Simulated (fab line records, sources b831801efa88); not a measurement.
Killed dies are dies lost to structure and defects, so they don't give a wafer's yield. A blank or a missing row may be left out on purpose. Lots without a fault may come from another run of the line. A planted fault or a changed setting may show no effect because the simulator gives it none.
Problem report in the 8D (eight disciplines) form, filled by code | flow gf180mcu | the parts of the form that need people (team, actions taken, sign-off) are left out

1. THE PROBLEM
cathode_dc_power_W at GF_TOP_METAL_SPUTTER_04 reads a mean of 4084.7 W on 6 wafers of 2 lots; wafers without a fault read 6499.9 W with a standard deviation of 1.1. That is -99 or more standard deviations from the usual mean.
The step: material TiN, target thk 25 nm, time 20.8 s.
First seen on wafer L621.3, day 29 11:53, on pvd_sputter-03. The record holds 39 wafers of 13 lots with a number at this step. Rule for "out", or "out of limits": more than 4 standard deviations from the usual mean. The other wafers with a number count as sound.

2. WHAT IT IS AND WHAT IT IS NOT
question                    | is                     | is not
which readings at this step | cathode_dc_power_W     | throttle_valve_pct
which lots                  | L621, L625             | L614, L616, L620, L626, L628, L630, L633, L634, L635, L636, L637
which wafers of those lots  | all that have a number | -
read on which tools         | pvd_sputter-03         | pvd_sputter-01, pvd_sputter-02
when                        | from day 29 11:53      | up to then (6 sound wafers); but 27 sound wafers of L620, L626, L628, L630, L633, L634, L635, L636, L637 came after

3. SUSPECTS, AND WHAT RULES EACH OUT
Counting: a tool at a process step up to the reading stays a suspect if it ran every lot that is out and no sound lot after the first of them.
- pvd_sputter-03 at GF_TOP_METAL_SPUTTER_04 (material TiN, target thk 25 nm, time 20.8 s): ruled out as a lasting fault. Sound lots L635 ran on it after its first lot that is out, L621 (day 29 11:53).
Left after counting: nothing in the record.

4. THE CAUSE (what the simulator had put in)
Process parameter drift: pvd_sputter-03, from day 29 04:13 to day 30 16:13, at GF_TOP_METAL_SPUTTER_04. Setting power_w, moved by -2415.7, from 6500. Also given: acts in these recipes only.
Counting ruled it out, wrongly.

5. THE CHAIN OF EFFECTS, in route order
Each row: a reading whose mean over the struck wafers that have a number lies more than 3 standard deviations from the usual. Only readings for which the record gives a usual standard deviation are gone through. hours: the time from each lot's start at the first step in this table that gives one to its start at this step, as a median over the lots. sigmas: the change in usual standard deviations.
hours | step                    | reading            | usual    | on struck wafers | change  | sigmas
0     | GF_TOP_METAL_SPUTTER_04 | cathode_dc_power_W | 6499.9 W | 4084.7           | -2415.2 | -99 or more
The process steps in it:
- GF_TOP_METAL_SPUTTER_04: material TiN, target thk 25 nm, time 20.8 s.

6. WHAT WOULD HAVE CAUGHT IT SOONER
In this record the first reading out of limits was taken at day 29 11:53, 8 hours after the fault began at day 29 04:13.
